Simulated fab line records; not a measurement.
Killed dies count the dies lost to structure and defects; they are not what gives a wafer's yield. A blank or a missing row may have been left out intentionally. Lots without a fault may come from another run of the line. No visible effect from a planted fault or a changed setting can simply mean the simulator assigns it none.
fab line records | flow sky130 | part 1 of 2: steps 1 to 43 of 44
record lots=6 | wafers=18 | lastDay=49
route steps=708 shown SONOS_TUNNEL@160 SONOS_ONO@168 GATE_OXIDE@187 PAD_OPEN@708
lots that met no fault: taken from a fault-free run of the same line
startH: hours from the record's first day to the start of the lot's first wafer shown | waitH: hours since the lot's step before | " as in the row above | L1.1+2: one row covering several wafers at once | - either no value or no given start | * or withheld: withheld | < > ~ a bound
route shown NAME@n: NAME is a module with steps in the file, n the number in the route of the first one | usual: the fault-free wafers' mean and standard deviation | same: alike in all rows | chamber/n: place in a boat | sites: the reading at each site | _std_site: the values' standard deviation | _edge_site: the outer-site mean with the inner-site mean subtracted | radiusMm: for every site, how far away it sits from the centre of the wafer | mask NAME#n: copy n | behind: the tool/chamber that last shaped the wafer | hold: why the lot went on hold/how many hours it stayed there/how the hold came to an end | device: the transistor (n, p or np) that didn't switch | end of line: the tests these same wafers got at the end of their route | a step without rows: its recipe alone | killed: dies lost to structure and defects at the first sort, not the wafer's yield | map: a wafer's dies, x killed, . not, _ none there
set.NAME: the setting that was run; set.NAME@STEP: the one run at that earlier step | model.NAME: the simulator's own value behind a step, which no gauge read
certain route steps with their lots: each step a table, each wafer a row
services: a tool's chamber out of use, with start hour (startH, from the record's first day; less than 0 if before it), hours out, and reason
## steps
# step SKY_SONOS_TUNNEL_DEVELOP_06
# recipe resist=NOVOLAK | developer=TMAH | developTimeS=60 | devTempC=23
# step SKY_SONOS_TUNNEL_CD_MEAS_07
# recipe targetCdNm=410
# usual cdNm=409.7/2.4
lot.wafer | tool     | chamber | startH | waitH | cdNm
L312.4    | cdSem-01 | -       | 257.53 | 0.1   | 409.3
L312.5    | "        | -       | "      | "     | 410.8
L312.6    | "        | -       | "      | "     | 410.8
L318.3    | cdSem-01 | -       | 302.29 | 0.1   | 408.9
L318.5    | "        | -       | "      | "     | 408.4
L318.6    | "        | -       | "      | "     | 412.0
L319.1    | cdSem-02 | -       | 312.62 | 0.1   | 409.4
L319.2    | "        | -       | "      | "     | 411.7
L319.4    | "        | -       | "      | "     | 409.2
L322.1    | cdSem-02 | -       | 333.02 | 0.1   | 410.3
L322.5    | "        | -       | "      | "     | 407.2
L322.6    | "        | -       | "      | "     | 408.8
L330.3    | cdSem-02 | -       | 394.60 | 0.1   | 412.2
L330.4    | "        | -       | "      | "     | 410.1
L330.5    | "        | -       | "      | "     | 409.6
L331.1    | cdSem-01 | -       | 402.17 | 0.1   | 409.3
L331.2    | "        | -       | "      | "     | 410.1
L331.6    | "        | -       | "      | "     | 406.3
# step SKY_SONOS_TUNNEL_OVL_MEAS_08
# usual SONOS_TUNNEL_OVL=-1.2/1.5
lot.wafer | tool       | chamber | startH | waitH | SONOS_TUNNEL_OVL[nm]
L312.4    | overlay-01 | -       | 257.61 | 0.1   | 0.5
L312.5    | "          | -       | "      | "     | -0.6
L312.6    | "          | -       | "      | "     | -1.4
L318.3    | overlay-01 | -       | 302.38 | 0.1   | 0.8
L318.5    | "          | -       | "      | "     | 0.1
L318.6    | "          | -       | "      | "     | 0.6
L319.1    | overlay-02 | -       | 312.74 | 0.1   | -2.8
L319.2    | "          | -       | "      | "     | -1.3
L319.4    | "          | -       | "      | "     | -0.4
L322.1    | overlay-02 | -       | 333.14 | 0.1   | -3.2
L322.5    | "          | -       | "      | "     | -3.8
L322.6    | "          | -       | "      | "     | -1.9
L330.3    | overlay-01 | -       | 394.69 | 0.1   | -1.0
L330.4    | "          | -       | "      | "     | 0.8
L330.5    | "          | -       | "      | "     | -2.9
L331.1    | overlay-01 | -       | 402.29 | 0.1   | -0.9
L331.2    | "          | -       | "      | "     | -1.5
L331.6    | "          | -       | "      | "     | -1.1
# step SKY_SONOS_TUNNEL_IMPLANT_09
# recipe species=B | energyKev=20 | doseCm2=1e+12 | tiltDeg=withheld
# step SKY_SONOS_TUNNEL_WET_ETCH_10
# recipe chemistry=dHF | targetDepthNm=14 | target=SiO2 | dilution=100:1 | tempC=25 | timeS=280
# step SKY_SONOS_TUNNEL_STRIP_11
# recipe chemistry=SPM | timeS=600 | tempC=130
# step SKY_SONOS_TUNNEL_TW_MEAS_12
# usual SONOS_TUNNEL_TW=196.4/2
lot.wafer | tool         | chamber | startH | waitH | SONOS_TUNNEL_TW
L312.4    | filmMetro-02 | -       | 258.07 | 0.0   | 193.3
L312.5    | "            | -       | "      | "     | 194.0
L312.6    | "            | -       | "      | "     | 193.9
L318.3    | filmMetro-01 | -       | 302.83 | 0.0   | 196.7
L318.5    | "            | -       | "      | "     | 197.8
L318.6    | "            | -       | "      | "     | 197.5
L319.1    | filmMetro-01 | -       | 313.19 | 0.0   | 197.6
L319.2    | "            | -       | "      | "     | 196.8
L319.4    | "            | -       | "      | "     | 196.7
L322.1    | filmMetro-01 | -       | 333.62 | 0.0   | 197.5
L322.5    | "            | -       | "      | "     | 198.1
L322.6    | "            | -       | "      | "     | 198.5
L330.3    | filmMetro-04 | -       | 395.16 | 0.0   | 199.1
L330.4    | "            | -       | "      | "     | 198.5
L330.5    | "            | -       | "      | "     | 198.4
L331.1    | filmMetro-01 | -       | 402.74 | 0.0   | 195.7
L331.2    | "            | -       | "      | "     | 196.3
L331.6    | "            | -       | "      | "     | 196.7
# step SKY_SONOS_TUNNEL_CLEAN_13
# recipe chemistry=dHF | timeS=20 | dilution=100:1 | dry=ipaMarangoni
# step SKY_SONOS_ONO_OXIDATION_00
# recipe tempC=800 | ambient=O2 | idleTempC=700 | rampUpCPerMin=10 | rampDownCPerMin=3 | stabiliseS=600 | purgeS=300 | targetThkA=26 | oxTimeS=1249
# step SKY_SONOS_ONO_THK_MEAS_01
# recipe reads=SiO2_of_SONOS_ONO_OXIDATION_00
# usual SONOS_ONO_OXIDATION_THK=2.61/0.059
lot.wafer | tool         | chamber | startH | waitH | SONOS_ONO_OXIDATION_THK[nm]
L312.4    | filmMetro-01 | -       | 260.41 | 0.0   | 2.61
L312.5    | "            | -       | "      | "     | 2.62
L312.6    | "            | -       | "      | "     | 2.58
L318.3    | filmMetro-03 | -       | 304.38 | 0.0   | 2.57
L318.5    | "            | -       | "      | "     | 2.58
L318.6    | "            | -       | "      | "     | 2.55
L319.1    | filmMetro-02 | -       | 314.61 | 0.0   | 2.65
L319.2    | "            | -       | "      | "     | 2.65
L319.4    | "            | -       | "      | "     | 2.63
L322.1    | filmMetro-03 | -       | 337.05 | 0.0   | 2.68
L322.5    | "            | -       | "      | "     | 2.63
L322.6    | "            | -       | "      | "     | 2.60
L330.3    | filmMetro-02 | -       | 398.61 | 0.0   | 2.64
L330.4    | "            | -       | "      | "     | 2.65
L330.5    | "            | -       | "      | "     | 2.65
L331.1    | filmMetro-02 | -       | 406.93 | 0.0   | 2.55
L331.2    | "            | -       | "      | "     | 2.57
L331.6    | "            | -       | "      | "     | 2.52
# step SKY_SONOS_ONO_CVD_02
# recipe material=Si3N4 | precursor=DCS/NH3 | targetThkNm=10.5 | tempC=770 | timeS=180 | pressureMtorr=250
# step SKY_SONOS_ONO_THK_MEAS_03
# recipe reads=Si3N4_of_SONOS_ONO_CVD_02
# usual SONOS_ONO_CVD_02_THK=10.48/0.14
lot.wafer | tool         | chamber | startH | waitH | SONOS_ONO_CVD_02_THK[nm]
L312.4    | filmMetro-02 | -       | 262.86 | 0.0   | 10.64
L312.5    | "            | -       | "      | "     | 10.66
L312.6    | "            | -       | "      | "     | 10.73
L318.3    | filmMetro-02 | -       | 306.09 | 0.0   | 10.47
L318.5    | "            | -       | "      | "     | 10.43
L318.6    | "            | -       | "      | "     | 10.59
L319.1    | filmMetro-03 | -       | 316.79 | 0.0   | 10.49
L319.2    | "            | -       | "      | "     | 10.60
L319.4    | "            | -       | "      | "     | 10.55
L322.1    | filmMetro-02 | -       | 340.10 | 0.0   | 10.61
L322.5    | "            | -       | "      | "     | 10.66
L322.6    | "            | -       | "      | "     | 10.63
L330.3    | filmMetro-01 | -       | 401.99 | 0.0   | 10.47
L330.4    | "            | -       | "      | "     | 10.29
L330.5    | "            | -       | "      | "     | 10.33
L331.1    | filmMetro-03 | -       | 409.63 | 0.0   | 10.31
L331.2    | "            | -       | "      | "     | 10.40
L331.6    | "            | -       | "      | "     | 10.36
# step SKY_SONOS_ONO_CVD_04
# recipe material=SiO2 | precursor=SiH4/N2O | targetThkNm=5.7199 | tempC=900 | pressureMtorr=400
# usual zonePowerBottomPct=29.4/1.5 | zonePowerLowerPct=18.5/1.1
lot.wafer | tool     | chamber | startH | waitH | zonePowerBottomPct | zonePowerLowerPct | model.SiO2_of_SONOS_ONO_CVD_04.thkNm
L312.4    | lpcvd-03 | 0       | 262.89 | 0.0   | 30.6               | 17.4              | 5.942
L312.5    | "        | 0       | "      | "     | 30.1               | 17.9              | 5.945
L312.6    | "        | 0       | "      | "     | 30.5               | 18.0              | 5.965
L318.3    | lpcvd-03 | 0       | 306.13 | 0.0   | 30.8               | 17.8              | 5.817
L318.5    | "        | 0       | "      | "     | 30.3               | 17.9              | 5.82
L318.6    | "        | 0       | "      | "     | 30.8               | 17.8              | 5.825
L319.1    | lpcvd-03 | 0       | 316.85 | 0.1   | 30.3               | 17.5              | 5.791
L319.2    | "        | 0       | "      | "     | 30.3               | 18.0              | 5.778
L319.4    | "        | 0       | "      | "     | 30.5               | 17.7              | 5.817
L322.1    | lpcvd-03 | 0       | 340.16 | 0.1   | 30.3               | 17.7              | 5.6
L322.5    | "        | 0       | "      | "     | 30.7               | 17.7              | 5.559
L322.6    | "        | 0       | "      | "     | 30.5               | 17.8              | 5.518
L330.3    | lpcvd-03 | 0       | 402.03 | 0.0   | 30.8               | 17.8              | 5.516
L330.4    | "        | 0       | "      | "     | 30.5               | 17.4              | 5.571
L330.5    | "        | 0       | "      | "     | 30.3               | 17.6              | 5.538
L331.1    | lpcvd-03 | 0       | 409.69 | 0.1   | 30.5               | 18.1              | 5.603
L331.2    | "        | 0       | "      | "     | 31.0               | 17.8              | 5.506
L331.6    | "        | 0       | "      | "     | 30.9               | 17.6              | 5.455
# step SKY_SONOS_ONO_THK_MEAS_05
# recipe reads=SiO2_of_SONOS_ONO_CVD_04
# usual SONOS_ONO_CVD_04_THK=5.75/0.1
lot.wafer | tool         | chamber | startH | waitH | SONOS_ONO_CVD_04_THK[nm]
L312.4    | filmMetro-02 | -       | 264.17 | 0.0   | 5.95
L312.5    | "            | -       | "      | "     | 5.91
L312.6    | "            | -       | "      | "     | 5.92
L318.3    | filmMetro-03 | -       | 307.40 | 0.0   | 5.81
L318.5    | "            | -       | "      | "     | 5.84
L318.6    | "            | -       | "      | "     | 5.76
L319.1    | filmMetro-01 | -       | 318.10 | 0.0   | 5.81
L319.2    | "            | -       | "      | "     | 5.70
L319.4    | "            | -       | "      | "     | 5.82
L322.1    | filmMetro-01 | -       | 341.41 | 0.0   | 5.59
L322.5    | "            | -       | "      | "     | 5.56
L322.6    | "            | -       | "      | "     | 5.57
L330.3    | filmMetro-02 | -       | 403.30 | 0.0   | 5.53
L330.4    | "            | -       | "      | "     | 5.55
L330.5    | "            | -       | "      | "     | 5.58
L331.1    | filmMetro-02 | -       | 410.94 | 0.0   | 5.58
L331.2    | "            | -       | "      | "     | 5.48
L331.6    | "            | -       | "      | "     | 5.51
# step SKY_SONOS_ONO_DEHYDRATE_06
# recipe tempC=200 | timeS=60
# step SKY_SONOS_ONO_HMDS_07
# recipe primeTimeS=60 | primeTempC=120
# step SKY_SONOS_ONO_COAT_08
# recipe resist=NOVOLAK | spinRpm=3000 | resistThkNm=1140
# step SKY_SONOS_ONO_SOFTBAKE_09
# recipe tempC=90 | timeS=60 | resist=NOVOLAK
# step SKY_SONOS_ONO_EXPOSE_10
# recipe maskId=ONOM | targetCdNm=410 | na=0.6 | sourceShape=conventional | sigmaOuter=0.6 | doseMj=150
# step SKY_SONOS_ONO_PEB_11
# recipe tempC=withheld | timeS=* | resist=NOVOLAK
# step SKY_SONOS_ONO_DEVELOP_12
# recipe developTimeS=60 | devTempC=23
# step SKY_SONOS_ONO_CD_MEAS_13
# recipe targetCdNm=410
# usual cdNm=410.7/2.5
lot.wafer | tool     | chamber | startH | waitH | cdNm
L312.4    | cdSem-02 | -       | 289.38 | 0.1   | 409.4
L312.5    | "        | -       | "      | "     | 411.5
L312.6    | "        | -       | "      | "     | 411.1
L318.3    | cdSem-02 | -       | 333.29 | 0.1   | 409.9
L318.5    | "        | -       | "      | "     | 406.5
L318.6    | "        | -       | "      | "     | 408.5
L319.1    | cdSem-02 | -       | 344.40 | 0.1   | 406.7
L319.2    | "        | -       | "      | "     | 408.1
L319.4    | "        | -       | "      | "     | 406.4
L322.1    | cdSem-02 | -       | 368.00 | 0.1   | 411.8
L322.5    | "        | -       | "      | "     | 413.7
L322.6    | "        | -       | "      | "     | 411.1
L330.3    | cdSem-02 | -       | 432.59 | 0.1   | 408.6
L330.4    | "        | -       | "      | "     | 409.2
L330.5    | "        | -       | "      | "     | 407.1
L331.1    | cdSem-01 | -       | 440.70 | 0.1   | 412.8
L331.2    | "        | -       | "      | "     | 411.6
L331.6    | "        | -       | "      | "     | 413.1
# step SKY_SONOS_ONO_OVL_MEAS_14
# usual SONOS_ONO_OVL=-0.4/1.3
lot.wafer | tool       | chamber | startH | waitH | SONOS_ONO_OVL[nm]
L312.4    | overlay-02 | -       | 289.46 | 0.1   | 0.5
L312.5    | "          | -       | "      | "     | -0.9
L312.6    | "          | -       | "      | "     | -0.8
L318.3    | overlay-01 | -       | 333.38 | 0.1   | -1.5
L318.5    | "          | -       | "      | "     | -3.0
L318.6    | "          | -       | "      | "     | -1.7
L319.1    | overlay-02 | -       | 344.52 | 0.1   | -2.2
L319.2    | "          | -       | "      | "     | -3.0
L319.4    | "          | -       | "      | "     | -3.7
L322.1    | overlay-01 | -       | 368.12 | 0.1   | 1.3
L322.5    | "          | -       | "      | "     | 0.1
L322.6    | "          | -       | "      | "     | 0.8
L330.3    | overlay-01 | -       | 432.68 | 0.1   | 0.4
L330.4    | "          | -       | "      | "     | 0.7
L330.5    | "          | -       | "      | "     | 0.3
L331.1    | overlay-02 | -       | 440.82 | 0.1   | -1.7
L331.2    | "          | -       | "      | "     | -0.6
L331.6    | "          | -       | "      | "     | 0.6
# step SKY_SONOS_ONO_ETCH_15
# recipe targetDepthNm=19.52 | chemistry=CHF3/O2 | sourceW=600 | biasW=200 | pressureMtorr=40 | chf3FlowSccm=50 | O2_flow_sccm=5 | timeS=7.8
# usual drypumpMotorCurrentA=5.6/0.4 | oesProductAu=1.003/0.014 | throttleValvePct=8.826/0.01
lot.wafer | tool       | chamber | startH | waitH | drypumpMotorCurrentA | oesProductAu | rfHoursCounterH | throttleValvePct
L312.4    | rieDiel-03 | 0       | 289.48 | 0.0   | 5.7                  | 1.003        | 110             | 8.822
L312.5    | "          | 2       | "      | "     | 5.3                  | 0.981        | -               | 8.805
L312.6    | "          | 1       | "      | "     | 5.5                  | 0.997        | -               | 8.828
L318.3    | rieDiel-03 | 1       | 333.40 | 0.0   | 5.5                  | 0.990        | 27              | 8.826
L318.5    | "          | 2       | "      | "     | 5.3                  | 0.991        | -               | 8.815
L318.6    | "          | 1       | "      | "     | 5.6                  | 1.002        | -               | 8.813
L319.1    | rieDiel-01 | 3       | 344.55 | 0.0   | 5.5                  | 1.018        | 97              | 8.834
L319.2    | "          | 2       | "      | "     | 6.2                  | 1.017        | 22              | 8.832
L319.4    | "          | 0       | "      | "     | 4.8                  | 0.981        | 15              | 8.829
L322.1    | rieDiel-03 | 3       | 368.15 | 0.0   | 5.3                  | 1.003        | 6               | 8.831
L322.5    | "          | 3       | "      | "     | 5.3                  | 0.996        | -               | 8.827
L322.6    | "          | 2       | "      | "     | 5.3                  | 0.992        | -               | 8.830
L330.3    | rieDiel-04 | 2       | 432.70 | 0.0   | 6.4                  | 1.013        | 89              | 8.839
L330.4    | "          | 0       | "      | "     | 5.9                  | 0.987        | 20              | 8.815
L330.5    | "          | 2       | "      | "     | 6.4                  | 1.019        | -               | 8.817
L331.1    | rieDiel-03 | 1       | 440.85 | 0.0   | 5.5                  | 0.986        | 29              | 8.832
L331.2    | "          | 0       | "      | "     | 5.8                  | 0.989        | 0               | 8.822
L331.6    | "          | 1       | "      | "     | 5.5                  | 0.995        | -               | 8.815
# step SKY_SONOS_ONO_WET_ETCH_16
# recipe chemistry=dHF | targetDepthNm=14 | dry=n2Spin | target=SiO2 | dilution=100:1 | tempC=25 | timeS=280
# step SKY_SONOS_ONO_STRIP_17
# recipe chemistry=O2/N2 | powerW=1400 | pressureMtorr=1500 | platenTempC=withheld | o2FlowSccm=3000 | n2FlowSccm=300 | overashFraction=0.5
# usual drypumpMotorCurrentA=5.6/0.35 | oesProductAu=0.710/0.0046 | stripTimeToEndpointS=14.11/0.04
lot.wafer | tool           | chamber | startH | waitH | drypumpMotorCurrentA | oesProductAu | rfHoursCounterH | stripTimeToEndpointS
L312.4    | plasmaAsher-01 | 1       | 289.62 | 0.0   | 5.8                  | 0.711        | -               | 14.12
L312.5    | "              | 0       | "      | "     | 5.9                  | 0.711        | -               | 14.14
L312.6    | "              | 1       | "      | "     | 5.8                  | 0.708        | -               | 14.16
L318.3    | plasmaAsher-04 | 0       | 333.54 | 0.0   | 5.7                  | 0.711        | -               | 14.13
L318.5    | "              | 1       | "      | "     | 5.0                  | 0.704        | -               | 14.10
L318.6    | "              | 0       | "      | "     | 5.7                  | 0.709        | -               | 14.06
L319.1    | plasmaAsher-01 | 1       | 344.66 | 0.0   | 5.8                  | 0.707        | 21              | 14.07
L319.2    | "              | 0       | "      | "     | 5.9                  | 0.714        | 21              | 14.04
L319.4    | "              | 1       | "      | "     | 5.8                  | 0.706        | -               | 14.04
L322.1    | plasmaAsher-04 | 1       | 368.26 | 0.0   | 5.0                  | 0.704        | 69              | 14.04
L322.5    | "              | 0       | "      | "     | 5.8                  | 0.711        | -               | 14.04
L322.6    | "              | 1       | "      | "     | 5.0                  | 0.707        | -               | 14.06
L330.3    | plasmaAsher-01 | 1       | 432.85 | 0.0   | 5.8                  | 0.710        | -               | 14.13
L330.4    | "              | 0       | "      | "     | 5.9                  | 0.714        | -               | 14.12
L330.5    | "              | 1       | "      | "     | 5.8                  | 0.716        | -               | 14.11
L331.1    | plasmaAsher-04 | 1       | 440.96 | 0.0   | 5.0                  | 0.716        | 1               | 14.09
L331.2    | "              | 0       | "      | "     | 5.7                  | 0.714        | 1               | 14.12
L331.6    | "              | 0       | "      | "     | 5.7                  | 0.710        | -               | 14.12
# step SKY_SONOS_ONO_WET_ETCH_18
# recipe chemistry=H3PO4 | targetDepthNm=15 | target=Si3N4 | tempC=160 | timeS=172
# step SKY_GATE_OXIDE_CLEAN_00
# recipe chemistry=SC1/SC2 | mix=1:4:20 | tempC=70 | timeS=150 | dry=n2Spin
# step SKY_GATE_OXIDE_OXIDATION_01
# recipe tempC=900 | ambient=O2 | stabiliseS=600 | purgeS=300 | targetThkA=102.68 | oxTimeS=1473
# step SKY_GATE_OXIDE_THK_MEAS_02
# recipe reads=SiO2_of_GATE_OXIDE_OXIDATION_01
# usual GATE_OXIDE_OXIDATION_00_THK=10.32/0.2
lot.wafer | tool         | chamber | startH | waitH | GATE_OXIDE_OXIDATION_00_THK[nm]
L312.4    | filmMetro-04 | -       | 291.59 | 0.0   | 10.19
L312.5    | "            | -       | "      | "     | 10.26
L312.6    | "            | -       | "      | "     | 10.00
L318.3    | filmMetro-02 | -       | 338.48 | 0.0   | 10.21
L318.5    | "            | -       | "      | "     | 10.36
L318.6    | "            | -       | "      | "     | 10.26
L319.1    | filmMetro-04 | -       | 347.77 | 0.0   | 10.20
L319.2    | "            | -       | "      | "     | 10.35
L319.4    | "            | -       | "      | "     | 10.31
L322.1    | filmMetro-02 | -       | 370.68 | 0.0   | 10.78
L322.5    | "            | -       | "      | "     | 10.49
L322.6    | "            | -       | "      | "     | 10.63
L330.3    | filmMetro-03 | -       | 436.02 | 0.0   | 10.53
L330.4    | "            | -       | "      | "     | 10.58
L330.5    | "            | -       | "      | "     | 10.50
L331.1    | filmMetro-02 | -       | 443.25 | 0.0   | 10.42
L331.2    | "            | -       | "      | "     | 10.38
L331.6    | "            | -       | "      | "     | 10.41
# step SKY_GATE_OXIDE_DEHYDRATE_03
# recipe tempC=200 | timeS=60
# step SKY_GATE_OXIDE_HMDS_04
# recipe primeTimeS=60 | primeTempC=120
# step SKY_GATE_OXIDE_COAT_05
# recipe resist=NOVOLAK | spinRpm=3000 | resistThkNm=1140
# step SKY_GATE_OXIDE_SOFTBAKE_06
# recipe tempC=90 | timeS=60 | resist=NOVOLAK
# step SKY_GATE_OXIDE_EXPOSE_07
# recipe maskId=LVOM | na=0.6 | sourceShape=conventional | sigmaOuter=0.6 | polarization=unpolarized | targetCdNm=600 | doseMj=170
# step SKY_GATE_OXIDE_PEB_08
# recipe tempC=withheld | timeS=* | resist=NOVOLAK
# step SKY_GATE_OXIDE_DEVELOP_09
# recipe resist=NOVOLAK | developer=TMAH | developTimeS=60 | devTempC=23
# step SKY_GATE_OXIDE_OVL_MEAS_10
# usual GATE_OXIDE_OVL=0.1/1.3
lot.wafer | tool       | chamber | startH | waitH | GATE_OXIDE_OVL[nm]
L312.4    | overlay-02 | -       | 317.07 | 0.1   | -0.6
L312.5    | "          | -       | "      | "     | -1.0
L312.6    | "          | -       | "      | "     | -1.1
L318.3    | overlay-02 | -       | 365.41 | 0.1   | 0.1
L318.5    | "          | -       | "      | "     | 0.2
L318.6    | "          | -       | "      | "     | -0.3
L319.1    | overlay-01 | -       | 376.00 | 0.1   | 0.0
L319.2    | "          | -       | "      | "     | 0.7
L319.4    | "          | -       | "      | "     | 1.6
L322.1    | overlay-01 | -       | 399.50 | 0.1   | 0.3
L322.5    | "          | -       | "      | "     | -1.2
L322.6    | "          | -       | "      | "     | -0.6
L330.3    | overlay-01 | -       | 466.97 | 0.1   | 3.1
L330.4    | "          | -       | "      | "     | 1.5
L330.5    | "          | -       | "      | "     | 1.3
L331.1    | overlay-02 | -       | 473.45 | 0.1   | -0.3
L331.2    | "          | -       | "      | "     | 3.2
L331.6    | "          | -       | "      | "     | 0.4
# step SKY_GATE_OXIDE_IMPLANT_11
# recipe species=B | energyKev=10 | doseCm2=2.6e+12 | tiltDeg=withheld
# step SKY_GATE_OXIDE_WET_ETCH_12
# recipe chemistry=dHF | targetDepthNm=16.8 | dry=n2Spin | target=SiO2 | dilution=100:1 | tempC=25 | timeS=336
# step SKY_GATE_OXIDE_STRIP_13
# recipe chemistry=O2/N2 | powerW=1400 | pressureMtorr=1500 | platenTempC=withheld | o2FlowSccm=3000 | n2FlowSccm=300 | overashFraction=0.5
# usual drypumpMotorCurrentA=5.7/0.34 | oesProductAu=0.715/0.0044 | stripTimeToEndpointS=14.18/0.038
lot.wafer | tool           | chamber | startH | waitH | drypumpMotorCurrentA | oesProductAu | rfHoursCounterH | stripTimeToEndpointS
L312.4    | plasmaAsher-04 | 0       | 317.37 | 0.0   | 5.8                  | 0.713        | -               | 14.18
L312.5    | "              | 1       | "      | "     | 5.0                  | 0.711        | -               | 14.21
L312.6    | "              | 0       | "      | "     | 5.7                  | 0.722        | -               | 14.19
L318.3    | plasmaAsher-02 | 1       | 365.72 | 0.0   | 5.7                  | 0.716        | -               | 14.11
L318.5    | "              | 1       | "      | "     | 5.7                  | 0.715        | -               | 14.09
L318.6    | "              | 0       | "      | "     | 6.0                  | 0.715        | -               | 14.15
L319.1    | plasmaAsher-02 | 0       | 376.30 | 0.0   | 6.0                  | 0.713        | 52              | 14.19
L319.2    | "              | 1       | "      | "     | 5.7                  | 0.720        | 52              | 14.25
L319.4    | "              | 0       | "      | "     | 6.0                  | 0.712        | -               | 14.23
L322.1    | plasmaAsher-04 | 1       | 399.79 | 0.0   | 5.0                  | 0.716        | 72              | 14.22
L322.5    | "              | 0       | "      | "     | 5.7                  | 0.718        | -               | 14.21
L322.6    | "              | 1       | "      | "     | 5.0                  | 0.718        | -               | 14.18
L330.3    | plasmaAsher-02 | 1       | 467.28 | 0.0   | 5.7                  | 0.712        | -               | 14.08
L330.4    | "              | 0       | "      | "     | 6.0                  | 0.715        | -               | 14.09
L330.5    | "              | 0       | "      | "     | 6.0                  | 0.715        | -               | 14.05
L331.1    | plasmaAsher-02 | 0       | 473.74 | 0.0   | 6.1                  | 0.712        | 60              | 14.14
L331.2    | "              | 1       | "      | "     | 5.7                  | 0.719        | 60              | 14.16
L331.6    | "              | 0       | "      | "     | 6.1                  | 0.706        | -               | 14.15
# step SKY_GATE_OXIDE_TW_MEAS_14
# usual GATE_OXIDE_TW=223.4/2.3
lot.wafer | tool         | chamber | startH | waitH | GATE_OXIDE_TW
L312.4    | filmMetro-03 | -       | 317.47 | 0.1   | 225.2
L312.5    | "            | -       | "      | "     | 224.1
L312.6    | "            | -       | "      | "     | 224.6
L318.3    | filmMetro-03 | -       | 365.81 | 0.1   | 223.8
L318.5    | "            | -       | "      | "     | 224.4
L318.6    | "            | -       | "      | "     | 223.8
L319.1    | filmMetro-03 | -       | 376.40 | 0.1   | 223.5
L319.2    | "            | -       | "      | "     | 223.5
L319.4    | "            | -       | "      | "     | 224.3
L322.1    | filmMetro-04 | -       | 399.89 | 0.1   | 226.5
L322.5    | "            | -       | "      | "     | 225.3
L322.6    | "            | -       | "      | "     | 225.9
L330.3    | filmMetro-04 | -       | 467.36 | 0.1   | 226.8
L330.4    | "            | -       | "      | "     | 226.3
L330.5    | "            | -       | "      | "     | 226.8
L331.1    | filmMetro-03 | -       | 473.84 | 0.1   | 224.7
L331.2    | "            | -       | "      | "     | 222.0
L331.6    | "            | -       | "      | "     | 224.3
# step SKY_GATE_OXIDE_CLEAN_15
# recipe chemistry=SC1/SC2 | mix=1:4:20 | tempC=70 | timeS=150 | dry=n2Spin
lot.wafer | tool        | chamber | startH | waitH | model.SiO2_of_SONOS_ONO_CVD_04.thkNm
L312.4    | wetBench-02 | 2       | 317.50 | 0.0   | 4.422
L312.5    | "           | 2       | "      | "     | 4.425
L312.6    | "           | 2       | "      | "     | 4.444
L318.3    | wetBench-04 | 3       | 365.85 | 0.0   | 4.297
L318.5+6  | "           | 3       | "      | "     | 4.305
L319.1    | wetBench-04 | 0       | 376.46 | 0.1   | 4.268
L319.2    | "           | 0       | "      | "     | 4.253
L319.4    | "           | 0       | "      | "     | 4.298
L322.1    | wetBench-03 | 0       | 399.95 | 0.1   | 4.097
L322.5    | "           | 0       | "      | "     | 4.06
L322.6    | "           | 0       | "      | "     | 4.018
L330.3    | wetBench-02 | 2       | 467.40 | 0.0   | 3.972
L330.4    | "           | 2       | "      | "     | 4.028
L330.5    | "           | 2       | "      | "     | 3.995
L331.1    | wetBench-02 | 1       | 473.90 | 0.1   | 4.082
L331.2    | "           | 1       | "      | "     | 3.985
L331.6    | "           | 1       | "      | "     | 3.935
## key
firstSign step=SKY_SONOS_ONO_THK_MEAS_05 | reading=SONOS_ONO_CVD_04_THK | direction=down | sigmas=2.1 | usual=5.75 | struck=5.54
effect none on later readings
modelEffect step=SKY_SONOS_ONO_CVD_04 | value=SiO2_of_SONOS_ONO_CVD_04.thkNm | without=5.785 | struck=5.532
modelEffect step=SKY_GATE_OXIDE_CLEAN_15 | value=SiO2_of_SONOS_ONO_CVD_04.thkNm | without=4.253 | struck=4
modelEffect step=SKY_PAD_OPEN_PROBE_99 | value=etest.capOno.gateLog10ACm2 | without=-7.958 | struck=-7.63
metAt SKY_SONOS_ONO_CVD_04
struckWafers L330.3,L330.4,L330.5,L331.1,L331.2,L331.6
testerLeftOut L330,L331
onsetBetween 340.16 402.03
alsoFits time
fault kind=processParameterDrift | tool=lpcvd-03 | chamber=- | onsetH=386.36 | steps=SKY_SONOS_ONO_CVD_04 | channel=targetThkNm | offset=-0.25368 | shape=step | endH=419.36 | stated=5.7199
# testerLeftOut: of these lots the tester's yield and bins aren't shown, on N5 and GAA mostly nor the transistor test; their killed dies are dies lost to structure and defects alone, not to doping, threshold or leakage, so they don't give the yield
